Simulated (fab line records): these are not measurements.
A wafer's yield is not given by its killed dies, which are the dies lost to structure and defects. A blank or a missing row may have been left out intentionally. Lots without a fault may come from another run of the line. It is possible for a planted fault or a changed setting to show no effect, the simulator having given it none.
Matching of chambers | flow sky130 | cmp-02 running SKY_VIA2_CMP_02: 4 sister chambers
The step polishes SiO2. 24 wafers are shown with their chamber, then 12 later ones without.

WAFERS PAIRED WITH THEIR CHAMBERS
wafer  | chamber | motorCurrentA (A)
L075.2 | 3       | 11.9
L075.3 | 1       | 13.4
L075.6 | 2       | 11.7
L076.1 | 2       | 11.5
L076.5 | 0       | 10.8
L076.6 | 1       | 12.9
L079.3 | 1       | 12.1
L079.4 | 2       | 12.1
L079.5 | 2       | 11.7
L078.2 | 1       | 12.5
L078.4 | 2       | 11.7
L078.5 | 2       | 11.4
L082.2 | 0       | 11.1
L082.4 | 3       | 11.2
L082.5 | 1       | 12.7
L085.1 | 2       | 11.6
L085.2 | 1       | 12.8
L085.3 | 0       | 10.7
L086.2 | 3       | 12.0
L086.4 | 0       | 10.9
L086.6 | 0       | 10.7
L091.3 | 3       | 12.2
L091.5 | 3       | 12.3
L091.6 | 0       | 10.8

SIGNATURES (means of the wafers above)
reading       | chamber 0 | chamber 1 | chamber 2 | chamber 3 | scatter within a chamber
motorCurrentA | 10.833    | 12.733    | 11.671    | 11.920    | 0.323
Rule: distance of a wafer from a chamber = root of the sum over the readings of ((wafer's reading minus chamber's mean) / reading's scatter) squared. If the next closest chamber is less than 2 further off than the closest, the wafer can't be placed; otherwise it belongs to the closest. The scatter is the square root of a quotient: the sum, over the shown wafers, of each reading's squared deviation from its chamber's mean, divided by wafers minus chambers.

WAFERS MISSING THEIR CHAMBER
wafer  | motorCurrentA (A)
L092.3 | 13.1
L092.4 | 11.8
L092.6 | 10.9
L094.1 | 11.6
L094.2 | 11.7
L094.3 | 12.9
L095.1 | 12.3
L095.3 | 13.0
L095.6 | 10.4
L096.1 | 12.2
L096.3 | 10.3
L096.4 | 11.0

CHAMBER TAKEN BY EACH
wafer  | from the rows above          | in truth
L092.3 | 1                            | 1
L092.4 | can't be placed: 3 or 2      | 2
L092.6 | 0                            | 0
L094.1 | can't be placed: 2 or 3      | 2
L094.2 | can't be placed: 2 or 3      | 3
L094.3 | 1                            | 1
L095.1 | can't be placed: 3 or 1 or 2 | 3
L095.3 | 1                            | 1
L095.6 | 0                            | 0
L096.1 | can't be placed: 3 or 2 or 1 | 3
L096.3 | 0                            | 0
L096.4 | can't be placed: 0 or 2      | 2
Placed correctly: 6 of 12. Not placeable from these rows: 6 (in 6, the candidates include the true chamber). Wrongly placed: 0.
